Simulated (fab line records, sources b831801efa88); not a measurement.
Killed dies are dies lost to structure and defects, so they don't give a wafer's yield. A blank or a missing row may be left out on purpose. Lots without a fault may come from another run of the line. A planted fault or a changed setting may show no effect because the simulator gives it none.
A struck lot beside a sound one | flow sky130 | 15 steps out of a route of 708
Sound: wafers L445.1, L445.2, L445.6. Struck: wafers L457.2, L457.3, L457.5. The cause comes at the end.
At each step with rows: each side's tool, then ch and its chambers, then its first start. Under that, the readings that differ: sound wafers | struck wafers | difference of the means | sigmas: that difference in standard deviations of wafers without a fault.
alike: readings whose means differ by less than 2 such deviations, and words and numbers that are the same on both sides. not compared: withheld readings, readings that some wafer has no value for, bounds like >300 that may hide the same value, and numbers for which the record gives no deviation and whose values overlap.
The two part at a step that has a row with sigmas, a row that says differs or no value, or rows on one side only. Numbers that don't overlap but have no deviation are shown without sigmas and don't part them. A reading that every wafer of one side lacks parts them only if that side has two wafers or more.

first, 1 step without rows for these wafers: SKY_VT_ADJUST_HVTP_IMPLANT_09.
SKY_VT_ADJUST_HVTP_STRIP_10: strips in O2/N2.
  sound on plasma_asher-03 ch 0,1, day 7 16:41; struck on plasma_asher-01 ch 0,1, day 11 14:02
  alike: drypump_motor_current_A, o2_flow_sccm, oes_product_au, strip_time_to_endpoint_s
  not compared: rf_hours_counter_h
SKY_VT_ADJUST_HVTP_TW_MEAS_11:
  sound on film_metro-03, day 7 16:47; struck on film_metro-03, day 11 14:08
  alike: VT_ADJUST_HVTP_TW
then, 7 steps without rows for these wafers: SKY_VT_ADJUST_LVTN_DEHYDRATE_00 (time 60 s); SKY_VT_ADJUST_LVTN_HMDS_01 (prime time 60 s); SKY_VT_ADJUST_LVTN_COAT_02 (resist thk 3000 nm); SKY_VT_ADJUST_LVTN_SOFTBAKE_03; SKY_VT_ADJUST_LVTN_EXPOSE_04 (exposes mask NWM COMPLEMENT LESS NATIVE, target cd 840 nm); SKY_VT_ADJUST_LVTN_PEB_05; SKY_VT_ADJUST_LVTN_DEVELOP_06 (develop time 62.75 s).
SKY_VT_ADJUST_LVTN_OVL_MEAS_07:
  sound on overlay-02, day 8 12:50; struck on overlay-02, day 12 13:56
  alike: VT_ADJUST_LVTN_OVL
then, 1 step without rows for these wafers: SKY_VT_ADJUST_LVTN_IMPLANT_08.
SKY_VT_ADJUST_LVTN_STRIP_09: strips in O2/N2.
  sound on plasma_asher-01 ch 0,1, day 8 13:01; struck on plasma_asher-02 ch 0,1, day 12 14:07
  reading                      | sound             | struck            | difference | sigmas
  o2_flow_sccm (sccm)          | 2988 2980 2985    | 3582 3608 3586    | +608       | +67
  oes_product_au (a.u.)        | 0.725 0.711 0.724 | 0.732 0.731 0.734 | +0.012     | +3
  strip_time_to_endpoint_s (s) | 36.98 36.80 36.90 | 36.57 36.62 36.68 | -0.27      | -2
  alike: drypump_motor_current_A
  not compared: rf_hours_counter_h
SKY_VT_ADJUST_LVTN_TW_MEAS_10:
  sound on film_metro-04, day 8 13:07; struck on film_metro-04, day 12 14:14
  alike: VT_ADJUST_LVTN_TW
-- the record jumps here: 38 days lie between the struck wafers' starts before and after (it left off in module VT_ADJUST_LVTN and takes up again in module PAD_OPEN, whose first step shown is number 708 of the route) --
SKY_PAD_OPEN_PROBE_99:
  sound on prober-02, day 47 09:38; struck on prober-01, day 50 17:38
  alike: killed_at_M0_to_M3, killed_at_M4_up, killed_at_contacts, killed_at_front_end, killed_at_other, killed_dies, killed_open, killed_short

WHERE THEY PART
Only at SKY_VT_ADJUST_LVTN_STRIP_09, within this record. Later steps at which nothing parts them and some readings are alike: SKY_VT_ADJUST_LVTN_TW_MEAS_10, SKY_PAD_OPEN_PROBE_99.

WHY: what the simulator had put in
Process parameter drift: plasma_asher-02, from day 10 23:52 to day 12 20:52, at SKY_VT_ADJUST_LVTN_STRIP_09. Setting o2_flow_sccm, moved by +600, from 3000. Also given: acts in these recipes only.
